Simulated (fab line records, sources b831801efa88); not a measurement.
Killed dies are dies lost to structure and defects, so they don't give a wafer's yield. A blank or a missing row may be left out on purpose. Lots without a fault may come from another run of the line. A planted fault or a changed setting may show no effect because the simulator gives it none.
fab line records | flow gf180mcu
record lots=14 wafers=39 last_day=34
route steps=602 shown MIM@523 M5@534 TOP_METAL@567 PASSIVATION@595
lots that met no fault: from a run of the same line without faults
start_h: hours from the record's first day to the start of the lot's first wafer shown | wait_h: hours since the lot's step before | " the same as in the row above | L1.1+2: a row that stands for several wafers | - no value, or no start given | * or withheld: withheld | < > ~ a bound
route shown NAME@n: a module of which the file shows steps, and the number in the route of the first | usual: mean/standard deviation of fault-free wafers | same: alike in all rows | chamber/n: place in a boat | sites: the reading at each site | _std_site: their standard deviation | _edge_site: outer sites' mean less inner sites' | radius_mm: how far each site lies from the wafer's centre | mask NAME#n: copy n | behind: the tool/chamber that last shaped the wafer | hold: why the lot was held/for how many hours/how that ended | device: the transistor (n, p or np) that didn't switch | end of line: the same wafers' tests at the end of the route | a step without rows: its recipe alone | killed: dies lost to structure and defects at the first sort, not the wafer's yield | map: a wafer's dies, x killed, . not, _ none there
set.NAME: the setting as run; set.NAME@STEP: as run at that earlier step | model.NAME: the simulator's own value behind a step, which no gauge read
steps of the route over a sample of lots; a table a step, a row a wafer
services: from which hour (start_h, from the record's first day; less than 0 if before it) a tool's chamber was out of use, for how many hours, and why
## steps
# step GF_MIM_STRIP_20
# recipe chemistry=O2/N2 power_w=1400 pressure_mtorr=1500 platen_temp_c=250 o2_flow_sccm=3000 n2_flow_sccm=300 overash_fraction=0.5
# usual drypump_motor_current_A=5.6/0.36 heater_power_w=326/47 oes_product_au=0.693/0.0046 strip_time_to_endpoint_s=11.26/0.044
# columns lot.wafer tool chamber start_h wait_h drypump_motor_current_A heater_power_w oes_product_au rf_hours_counter_h strip_time_to_endpoint_s
L128.1 plasma_asher-04 1 586.14 0.0 5.2 273 0.697 16 11.26
L128.5 " 1 " " 5.2 273 0.694 - 11.25
L129.2 plasma_asher-03 0 594.29 0.0 6.0 424 0.681 98 11.16
L129.3 " 0 " " 6.0 438 0.695 - 11.19
L129.4 " 1 " " 5.4 266 0.695 - 11.13
L131.2 plasma_asher-04 0 610.55 0.1 5.5 325 0.693 17 11.25
L131.3 " 1 " " 5.3 276 0.693 - 11.23
L131.6 " 0 " " 5.5 333 0.690 - 11.28
L132.1 plasma_asher-02 1 617.70 0.1 5.7 347 0.693 84 11.21
L132.2 " 0 " " 6.2 362 0.688 84 11.20
L132.4 " 0 " " 6.2 357 0.689 - 11.17
L136.2 plasma_asher-03 1 648.28 0.0 5.4 257 0.689 104 11.25
L136.4 " 0 " " 6.0 432 0.697 - 11.23
L136.5 " 1 " " 5.4 262 0.694 - 11.22
L135.1 plasma_asher-04 0 649.75 0.1 5.5 331 0.701 21 11.24
L135.5 " 0 " " 5.5 318 0.703 - 11.23
L135.6 " 1 " " 5.3 282 0.693 - 11.25
L137.1 plasma_asher-04 0 657.23 0.0 5.5 328 0.691 21 11.27
L137.2 " 1 " " 5.3 268 0.697 21 11.22
L137.3 " 0 " " 5.4 327 0.686 - 11.21
L144.2 plasma_asher-04 1 700.25 0.1 5.3 272 0.693 25 11.21
L144.3 " 0 " " 5.5 328 0.692 - 11.30
L144.6 " 0 " " 5.5 327 0.697 - 11.23
L145.1 plasma_asher-02 1 712.12 0.0 5.7 351 0.686 94 11.24
L145.5 " 1 " " 5.7 348 0.698 - 11.27
L145.6 " 0 " " 6.2 354 0.697 - 11.26
L146.2 plasma_asher-02 1 715.72 0.0 5.7 345 0.694 95 11.35
L146.5 " 0 " " 6.3 366 0.695 - 11.31
L146.6 " 1 " " 5.7 356 0.699 - 11.31
L148.1 plasma_asher-04 1 731.29 0.0 5.3 277 0.702 28 11.27
L148.4 " 0 " " 5.5 318 0.692 - 11.25
L149.3 plasma_asher-04 0 733.21 0.1 5.5 322 0.696 - 11.26
L149.5 " 0 " " 5.5 330 0.691 - 11.28
L149.6 " 1 " " 5.3 281 0.692 - 11.32
L150.4 plasma_asher-04 0 741.79 0.1 5.5 330 0.702 - 11.27
L150.5 " 1 " " 5.3 287 0.696 - 11.28
L151.3 plasma_asher-03 1 746.82 0.1 5.4 258 0.695 - 11.26
L151.5 " 0 " " 6.0 388 0.690 - 11.29
L151.6 " 1 " " 5.4 259 0.682 - 11.22
# step GF_M5_OVL_MEAS_08
# usual M5_OVL=-1/5.6
# columns lot.wafer tool chamber start_h wait_h M5_OVL[nm]
L128.1 overlay-02 - 607.47 0.1 -1
L128.5 " - " " -3
L129.2 overlay-01 - 615.80 0.1 7
L129.3 " - " " 14
L129.4 " - " " 7
L131.2 overlay-02 - 631.23 0.1 7
L131.3 " - " " 11
L131.6 " - " " 1
L132.1 overlay-01 - 639.29 0.1 3
L132.2 " - " " -7
L132.4 " - " " -2
L136.2 overlay-01 - 667.95 0.1 4
L136.4 " - " " 6
L136.5 " - " " -2
L135.1 overlay-01 - 669.67 0.1 -7
L135.5 " - " " -9
L135.6 " - " " -7
L137.1 overlay-02 - 676.14 0.1 5
L137.2 " - " " 5
L137.3 " - " " 5
L144.2 overlay-02 - 718.83 0.1 -3
L144.3 " - " " -1
L144.6 " - " " -3
L145.1 overlay-02 - 731.27 0.1 9
L145.5 " - " " 3
L145.6 " - " " 12
L146.2 overlay-02 - 733.68 0.1 -1
L146.5 " - " " 7
L146.6 " - " " 0
L148.1 overlay-02 - 748.54 0.1 3
L148.4 " - " " -4
L149.3 overlay-02 - 751.04 0.1 2
L149.5 " - " " 0
L149.6 " - " " 6
L150.4 overlay-02 - 759.09 0.1 4
L150.5 " - " " -3
L151.3 overlay-02 - 763.78 0.1 6
L151.5 " - " " 3
L151.6 " - " " 1
# step GF_TOP_METAL_SPUTTER_00
# recipe material=Ti target_thk_nm=37.5 arriving_ion_energy_ev=80 substrate_temp_c=200 chamber_pressure_pa=2 power_w=4000 time_s=150
# usual throttle_valve_pct=30.0/1.4
# same time_s=150
# columns lot.wafer tool chamber start_h wait_h throttle_valve_pct
L128.1 pvd_sputter-01 - 631.15 0.2 29.5
L128.5 " - " " 29.4
L129.2 pvd_sputter-01 - 639.86 0.1 29.5
L129.3 " - " " 26.7
L129.4 " - " " 30.7
L131.2 pvd_sputter-04 - 654.41 0.1 30.6
L131.3 " - " " 30.8
L131.6 " - " " 30.5
L132.1 pvd_sputter-03 - 662.11 0.1 29.1
L132.2 " - " " 28.6
L132.4 " - " " 31.1
L136.2 pvd_sputter-03 - 690.08 0.2 28.8
L136.4 " - " " 30.0
L136.5 " - " " 28.6
L135.1 pvd_sputter-03 - 692.03 0.2 31.0
L135.5 " - " " 29.0
L135.6 " - " " 30.9
L137.1 pvd_sputter-03 - 698.57 0.1 29.9
L137.2 " - " " 28.5
L137.3 " - " " 30.7
L144.2 pvd_sputter-04 - 739.48 0.2 31.0
L144.3 " - " " 32.5
L144.6 " - " " 30.6
L145.1 pvd_sputter-04 - 750.59 0.2 32.3
L145.5 " - " " 30.8
L145.6 " - " " 30.5
L146.2 pvd_sputter-01 - 753.69 0.2 26.7
L146.5 " - " " 31.8
L146.6 " - " " 30.9
L148.1 pvd_sputter-03 - 768.34 0.1 29.2
L148.4 " - " " 31.4
L149.3 pvd_sputter-04 - 770.63 0.2 31.1
L149.5 " - " " 29.6
L149.6 " - " " 32.5
L150.4 pvd_sputter-01 - 777.61 0.2 31.6
L150.5 " - " " 29.4
L151.3 pvd_sputter-03 - 782.29 0.2 31.0
L151.5 " - " " 31.2
L151.6 " - " " 28.9
# step GF_PASSIVATION_EXPOSE_08
# recipe mask_id=Pad target_cd_nm=40000 na=0.57 dose_mj=310
# usual exposure_dose_mJ_cm2=310.0/0.32 focus_offset_nm=0.0/0.55
# columns lot.wafer tool chamber start_h wait_h mask exposure_dose_mJ_cm2 focus_offset_nm
L128.1 iline_stepper-02 0 662.16 - Pad#0 310.8 0.9
L128.5 " 0 " " Pad#0 310.2 0.8
L129.2 iline_stepper-02 0 670.67 - Pad#0 310.2 1.0
L129.3 " 0 " " Pad#0 309.9 0.9
L129.4 " 0 " " Pad#0 310.1 0.0
L131.2 iline_stepper-01 0 685.12 - Pad#0 310.0 -1.0
L131.3 " 0 " " Pad#0 309.8 -0.3
L131.6 " 0 " " Pad#0 309.9 -0.6
L132.1 iline_stepper-02 0 692.18 - Pad#0 309.7 -0.4
L132.2 " 0 " " Pad#0 310.0 0.5
L132.4 " 0 " " Pad#0 310.1 -0.5
L136.2 iline_stepper-01 0 719.37 - Pad#0 310.4 -0.2
L136.4 " 0 " " Pad#0 310.3 -0.1
L136.5 " 0 " " Pad#0 310.4 -0.3
L135.1 iline_stepper-01 0 720.82 - Pad#0 310.3 -0.2
L135.5 " 0 " " Pad#0 310.1 0.0
L135.6 " 0 " " Pad#0 310.2 0.3
L137.1 iline_stepper-01 0 727.10 - Pad#0 310.3 0.1
L137.2 " 0 " " Pad#0 310.6 -0.3
L137.3 " 0 " " Pad#0 310.0 -0.6
L144.2 iline_stepper-02 0 765.50 - Pad#0 309.9 0.8
L144.3 " 0 " " Pad#0 310.4 0.0
L144.6 " 0 " " Pad#0 309.8 0.7
L145.1 iline_stepper-02 - 776.40 - Pad#0 - -
L145.5 " - " " Pad#0 - -
L145.6 " - " " Pad#0 - -
L146.2 iline_stepper-01 - 779.35 - Pad#0 - -
L146.5 " - " " Pad#0 - -
L146.6 " - " " Pad#0 - -
L148.1 iline_stepper-01 0 793.95 - Pad#0 309.9 -0.4
L148.4 " 0 " " Pad#0 310.2 -0.5
L149.3 iline_stepper-02 0 795.32 - Pad#0 309.6 -0.5
L149.5 " 0 " " Pad#0 309.9 -0.2
L149.6 " 0 " " Pad#0 310.2 -0.4
L150.4 iline_stepper-02 0 801.71 - Pad#0 309.7 -0.4
L150.5 " 0 " " Pad#0 309.8 -0.8
L151.3 iline_stepper-02 0 806.59 - Pad#0 310.1 0.3
L151.5 " 0 " " Pad#0 310.3 0.1
L151.6 " 0 " " Pad#0 310.1 0.2
## services
# columns tool chamber start_h hours kind
iline_stepper-02 0 562.54 - calibration
pvd_sputter-01 - 578.94 13.9 repair
plasma_asher-04 - 597.00 13.2 repair
iline_stepper-01 - 667.22 6.4 repair
pvd_sputter-01 - 670.82 4.9 repair
pvd_sputter-03 - 678.30 2.3 repair
plasma_asher-02 - 687.28 0.5 repair
iline_stepper-01 - 698.49 4.4 pm
iline_stepper-02 - 725.71 1.7 pm
pvd_sputter-01 - 727.89 5.4 repair
iline_stepper-01 - 731.71 1.7 pm
plasma_asher-03 - 733.75 9.0 pm
plasma_asher-03 0 733.75 9.0 vent_cycle
plasma_asher-03 1 733.75 9.0 vent_cycle
plasma_asher-03 0 742.75 - clean
plasma_asher-03 1 742.75 - clean
iline_stepper-01 0 745.17 - calibration
iline_stepper-02 - 759.31 3.1 repair
iline_stepper-02 0 769.21 - calibration
iline_stepper-02 - 795.56 - calibration
## key
first_sign step=GF_PASSIVATION_EXPOSE_08 reading=tool_record direction=missing
effect none on later readings
met_at GF_PASSIVATION_EXPOSE_08
struck_lots L145,L146
later_rows_left_out L145.1,L145.5,L145.6,L146.2,L146.5,L146.6
sort_left_out L145.1,L145.5,L145.6,L146.2,L146.5,L146.6
not_acting_at GF_MIM_STRIP_20,GF_M5_OVL_MEAS_08,GF_TOP_METAL_SPUTTER_00
onset_between 765.50 776.40
fault kind=skipped_step_whole tool=iline_stepper-01,iline_stepper-02 chamber=- onset_h=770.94 steps=GF_PASSIVATION_EXPOSE_08 scope=struck_lots_only
# sort_left_out: the simulated sort isn't trusted on such a fault, so these wafers' sort isn't shown, and their yield isn't known
# later_rows_left_out: the simulator's readings of these wafers behind a module that went badly wrong aren't trusted and aren't shown, but for the sort
